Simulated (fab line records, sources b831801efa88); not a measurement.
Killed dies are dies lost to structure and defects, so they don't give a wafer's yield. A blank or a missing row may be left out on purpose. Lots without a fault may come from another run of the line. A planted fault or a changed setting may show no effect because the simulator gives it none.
One fault seen from 2 desks | flow gf180mcu | each desk has only its own numbers; what lay behind them comes last

THE TOOL OWNER'S DESK: cvd_w-01
The tool's own readings at GF_V2_CVD_23 (deposits W, target thk 350 nm, time 104.94 s): means of the sampled wafers that have a number, for each lot that ran on this tool. A lot is out of limits, marked OUT, if its mean lies more than 4 standard deviations from the usual mean; the brackets give that distance.
Columns: A = chamber_pressure_Torr at GF_V2_CVD_23, usual 40.01 Torr; B = heater_power_w at GF_V2_CVD_23, usual 890 W
lot  | first seen here | A               | B
L373 | day 20 03:56    | 40.07           | 832
L385 | day 25 06:20    | 37.38 (-35) OUT | 824
L388 | day 26 06:46    | 37.37 (-35) OUT | 824
This desk's finding: out of limits on L385, L388; first on L385, day 25 06:20 (chamber_pressure_Torr at GF_V2_CVD_23). In limits: L373.

THE METROLOGY DESK
What the gauges read, lot by lot, whatever tool the lot ran on: means of the sampled wafers that have a number. A lot is out of limits, marked OUT, if its mean lies more than 4 standard deviations from the usual mean; the brackets give that distance.
Columns: A = cd_nm at GF_V2_CD_MEAS_14, usual 260.2 nm; B = V2_OVL at GF_V2_OVL_MEAS_15, usual -1 nm; C = V2_W_RS at GF_V2_RS_MEAS_24, usual 0.328 ohm/sq; D = V2_W_THK at GF_V2_THK_MEAS_25, usual 351 nm
lot  | first seen here | A     | B | C                | D
L373 | day 20 03:01    | 260.2 | 0 | 0.330            | 358
L377 | day 22 10:58    | 258.8 | 0 | 0.331            | 345
L385 | day 25 05:26    | 260.0 | 7 | 0.342 (+4.2) OUT | 343
L388 | day 26 05:50    | 258.7 | 1 | 0.336            | 340
L393 | day 27 16:49    | 260.4 | 3 | 0.325            | 351
L395 | day 28 04:28    | 261.8 | 5 | 0.330            | 347
This desk's finding: out of limits on L385; first on L385, day 25 06:28 (V2_W_RS at GF_V2_RS_MEAS_24). In limits: L373, L377, L388, L393, L395.

PUT TOGETHER
The tool owner's desk could have raised an alarm at day 25 06:20, on L385, L388.
The metrology desk could have raised an alarm at day 25 06:28, on L385.
The metrology desk has L388 on record, within its limits.
Of the lots named, all ran GF_V2_CVD_23 on cvd_w-01.

WHAT THE SIMULATOR HAD PUT IN
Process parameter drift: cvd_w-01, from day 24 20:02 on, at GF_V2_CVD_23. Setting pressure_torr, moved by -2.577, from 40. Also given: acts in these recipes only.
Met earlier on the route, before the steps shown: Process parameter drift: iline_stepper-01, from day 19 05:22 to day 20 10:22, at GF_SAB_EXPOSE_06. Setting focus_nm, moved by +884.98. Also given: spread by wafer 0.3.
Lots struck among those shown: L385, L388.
Hours from the fault's start to each desk's first reading out of limits: the tool owner's desk, 10; the metrology desk, 10.
